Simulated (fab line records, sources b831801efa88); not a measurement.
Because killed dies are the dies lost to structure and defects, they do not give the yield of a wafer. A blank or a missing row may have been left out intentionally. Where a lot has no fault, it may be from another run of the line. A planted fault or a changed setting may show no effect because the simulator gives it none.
Comparing a struck lot with a sound one -- flow gf180mcu -- 14 out of 602 route steps
Sound: these wafers, L608.1, L608.2, L608.6. Wafers struck: L622.1, L622.2, L622.3. The cause is named last.
Order at every step that has rows: each side's tool, ch and its chambers, its first start. Under that, the readings that differ: sound wafers -- struck wafers -- difference of the means -- sigmas: that difference in standard deviations of wafers without a fault.
alike: same words and numbers on both sides, and readings whose means sit less than 2 such deviations apart. not compared: any withheld reading, any reading some wafer has no value for, any bound like >300 that may hide the same value, and any number with overlapping values for which the record gives no deviation.
Wherever a step has rows on one side only, a row that says differs or no value, or a row with sigmas, the two part there. Non-overlapping numbers with no deviation appear without sigmas and do not part them. Lack of a reading on every wafer of one side parts them only where that side has two or more wafers.

first, 8 steps without rows for these wafers: GF_V3_DEHYDRATE_06 (time 60 s); GF_V3_HMDS_07 (prime time 60 s); GF_V3_COAT_08; GF_V3_COAT_09 (resist thk 1000 nm); GF_V3_SOFTBAKE_10 (time 60 s); GF_V3_EXPOSE_11 (exposes mask Via3, target cd 260 nm); GF_V3_PEB_12 (peb time 90 s); GF_V3_DEVELOP_13 (develop time 60 s).
GF_V3_CD_MEAS_14: the cd target is 260 nm.
  sound on cd sem-02, day 23 08:19; struck on cd sem-02, day 28 03:22
  alike: cd nm
GF_V3_OVL_MEAS_15:
  sound on overlay-02, day 23 08:26; struck on overlay-01, day 28 03:29
  alike: V3_OVL
GF_V3_ETCH_16: etches BARC in N2/H2.
  sound on rie diel-02 ch 0,2, day 23 08:28; struck on rie diel-04 ch 0,1,2, day 28 03:31
  alike: drypump motor current A, oes product au, throttle valve pct
GF_V3_ETCH_17: etches SiO2 in C4F8/O2/Ar, stops on TiN, target depth 635 nm.
  sound: rie diel-02 ch 0,2; struck: rie diel-04 ch 0,1,2
  alike: oes product au
GF_V3_STRIP_18: strips in O2/N2.
  sound on plasma asher-03 ch 0,1, day 23 08:36; struck on plasma asher-02 ch 0,1, day 28 03:38
  no value came back on the struck wafers for chamber pressure mTorr (mTorr), drypump motor current A (A), heater power w (W), oes product au (a.u.); on the sound wafers chamber pressure mTorr (mTorr) reads 1498.3 1502.1 1499.2
  not compared: rf hours counter h
then, 1 step without rows for these wafers: GF_V3_STRIP_19 (strips in post etch residue remover, time 1200 s).

WHERE THEY PART
GF_V3_STRIP_18 only, going by this record.

WHY: whatever the simulator had introduced
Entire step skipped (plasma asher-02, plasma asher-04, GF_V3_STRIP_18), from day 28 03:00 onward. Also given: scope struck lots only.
